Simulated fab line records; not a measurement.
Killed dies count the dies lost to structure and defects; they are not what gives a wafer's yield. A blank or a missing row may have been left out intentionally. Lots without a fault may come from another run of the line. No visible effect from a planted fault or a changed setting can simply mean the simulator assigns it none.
Comparing a struck lot with a sound one    flow sky130    14 out of 708 route steps
Sound: wafers L502.1, L502.2, L502.6. Struck: wafers L515.1, L515.2, L515.3. At the end, the cause is stated.
Each step with rows lists, per side, the tool, then ch with its chambers, then its first start. Under that, the readings that differ: sound wafers    struck wafers    difference of the means    sigmas: that difference in standard deviations of wafers without a fault.
alike: readings with means less than 2 such deviations apart, plus words and numbers identical on both sides. not compared: withheld readings, readings lacking a value on some wafer, bounds such as >300 that could conceal the same value, and numbers that have no deviation in the record and whose values overlap.
A row with sigmas, a row that says differs or no value, or rows on one side alone: a step with any of these is where the two part. Numbers that have no deviation but don't overlap get no sigmas and don't part them. Lack of a reading on every wafer of one side parts them only where that side has two or more wafers.

first, 1 step without rows for these wafers: SKY_VT_ADJUST_HVTR_IMPLANT_09.
SKY_VT_ADJUST_HVTR_STRIP_10: strips in O2/N2.
  sound on plasmaAsher-02 ch 0,1, day 11 11:38; struck on plasmaAsher-02 ch 0,1, day 15 00:26
  alike: drypumpMotorCurrentA, o2FlowSccm, oesProductAu, stripTimeToEndpointS
  not compared: rfHoursCounterH
SKY_VT_ADJUST_HVTR_TW_MEAS_11:
  sound on filmMetro-02, day 11 11:44; struck on filmMetro-03, day 15 00:32
  alike: VT_ADJUST_HVTR_TW
then, 7 steps without rows for these wafers: SKY_VT_ADJUST_PCH_DEHYDRATE_00 (time 60 s); SKY_VT_ADJUST_PCH_HMDS_01 (prime time 60 s); SKY_VT_ADJUST_PCH_COAT_02 (resist thk 3000 nm); SKY_VT_ADJUST_PCH_SOFTBAKE_03; SKY_VT_ADJUST_PCH_EXPOSE_04 (exposes mask NWM, target cd 840 nm); SKY_VT_ADJUST_PCH_PEB_05; SKY_VT_ADJUST_PCH_DEVELOP_06 (develop time 60 s).
SKY_VT_ADJUST_PCH_OVL_MEAS_07:
  sound on overlay-01, day 12 12:11; struck on overlay-01, day 16 03:44
  alike: VT_ADJUST_PCH_OVL
then, 1 step without rows for these wafers: SKY_VT_ADJUST_PCH_IMPLANT_08.
SKY_VT_ADJUST_PCH_STRIP_09: strips in O2/N2.
  sound on plasmaAsher-03 ch 0,1, day 12 12:22; struck on plasmaAsher-04 ch 0,1, day 16 03:55
reading                   sound              struck             difference  sigmas
oesProductAu (a.u.)       0.727 0.719 0.727  0.632 0.629 0.634  -0.093      -21
stripTimeToEndpointS (s)  36.86 36.76 36.84  45.49 45.36 45.48  +8.62       +94
  alike: drypumpMotorCurrentA, o2FlowSccm
  not compared: rfHoursCounterH
SKY_VT_ADJUST_PCH_TW_MEAS_10:
  sound on filmMetro-04, day 12 12:28; struck on filmMetro-03, day 16 04:01
  alike: VT_ADJUST_PCH_TW

## WHERE THEY PART
Within this record, at SKY_VT_ADJUST_PCH_STRIP_09 only. Later steps at which nothing parts them and some readings are alike: SKY_VT_ADJUST_PCH_TW_MEAS_10.

WHY: whatever the simulator had introduced
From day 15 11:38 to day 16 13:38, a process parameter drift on plasmaAsher-04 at SKY_VT_ADJUST_PCH_STRIP_09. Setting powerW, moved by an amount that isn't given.
